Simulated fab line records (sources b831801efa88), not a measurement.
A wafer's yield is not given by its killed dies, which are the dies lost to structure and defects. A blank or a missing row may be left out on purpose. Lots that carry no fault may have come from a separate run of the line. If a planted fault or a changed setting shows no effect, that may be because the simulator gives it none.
8D (eight disciplines) problem report, filled in by code | flow sky130 | the parts of the form that need people (team, actions taken, sign-off) are left out

1. THE PROBLEM
Across 6 wafers from 2 lots, SD_N_RS at SKY_SD_N_RS_MEAS_16 averages 72.23 ohm/sq, while fault-free wafers read 68.49 ohm/sq with a standard deviation of 0.13. Relative to the usual mean, that is a shift of +29 standard deviations.
The step: measures by four-point-probe.
First seen on wafer L161.2, day 29 06:39, on filmMetro-04. The record holds 41 wafers of 14 lots with a number at this step. The rule behind "out" and "out of limits": a value lying over 4 standard deviations away from the usual mean. The other wafers with a number count as sound.

2. WHAT THIS IS AND IS NOT
question                    | is                         | is not
which readings at this step | SD_N_RS                    | -
which lots                  | L161, L164                 | L158, L160, L169, L171, L173, L174, L175, L176, L177, L178, L179, L180
which wafers of those lots  | all that have a number     | -
read on which gauges        | filmMetro-02, filmMetro-04 | filmMetro-03
when                        | from day 29 06:39          | up to then (6 sound wafers); but 29 sound wafers of L169, L171, L173, L174, L175, L176, L177, L178, L179, L180 came after

3. SUSPECTS, AND WHAT RULES EACH OUT
Counting: a tool at a process step up to the reading stays a suspect if it ran every lot that is out and no sound lot after the first of them.
- the gauge at SKY_SD_N_RS_MEAS_16 has been ruled out. The wafers that are out were read on 2 gauges (filmMetro-02, filmMetro-04).
- rtpAnneal-02 at SKY_SD_N_RTA_14 (time 2 s): ruled out as a lasting fault. After its first lot that is out, L161 (day 29 06:28), sound lots L169, L171, L173, L174, L177, L179 ran on it.
Left after counting: nothing in the record.

4. THE CAUSE (what the simulator had put in)
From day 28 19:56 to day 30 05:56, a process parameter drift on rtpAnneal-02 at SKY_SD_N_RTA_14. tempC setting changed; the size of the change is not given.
Counting ruled it out, wrongly: the rule takes a fault to strike every lot that its tool runs from its start on, and this one did not.

5. THE EFFECT CHAIN, in route order
One row per reading whose mean, taken over the struck wafers that have a number, lies over 3 standard deviations from the usual. Scope: only readings with a usual standard deviation given in the record; hours: median across lots of the time from each lot's start at the first step in this table that gives one to its start at this step; sigmas: change in usual standard deviations.
hours | step                | reading          | usual        | on struck wafers | change | sigmas
0     | SKY_SD_N_RTA_14     | lampPowerPct     | 15.73 %      | 15.06            | -0.67  | -12
0     | SKY_SD_N_RTA_14     | wafer_temp_C_max | 1078.0       | 1052.8           | -25.2  | -23
0     | SKY_SD_N_RS_MEAS_16 | SD_N_RS          | 68.49 ohm/sq | 72.23            | +3.74  | +29
0     | SKY_SD_N_RS_MEAS_17 | SD_P_RS          | 146.9 ohm/sq | 168.7            | +21.8  | +68
The process steps in it:
- SKY_SD_N_RTA_14: time 2 s.
Later measuring or inspecting steps at which every struck wafer that the step has a row for has a number for every such reading, and none has moved that far: SKY_SD_N_RS_MEAS_18, SKY_LI_CONTACT_CD_MEAS_12.

6. WHAT WOULD HAVE CAUGHT IT SOONER
In this record the first reading out of limits at a measuring or inspecting step was taken at day 29 06:39, 11 hours after the fault began at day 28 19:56.
The tool's own readings at SKY_SD_N_RTA_14 were out on every struck wafer that the step has a row for (lampPowerPct, wafer_temp_C_max): an alarm limit on them would have fired on the first of those.
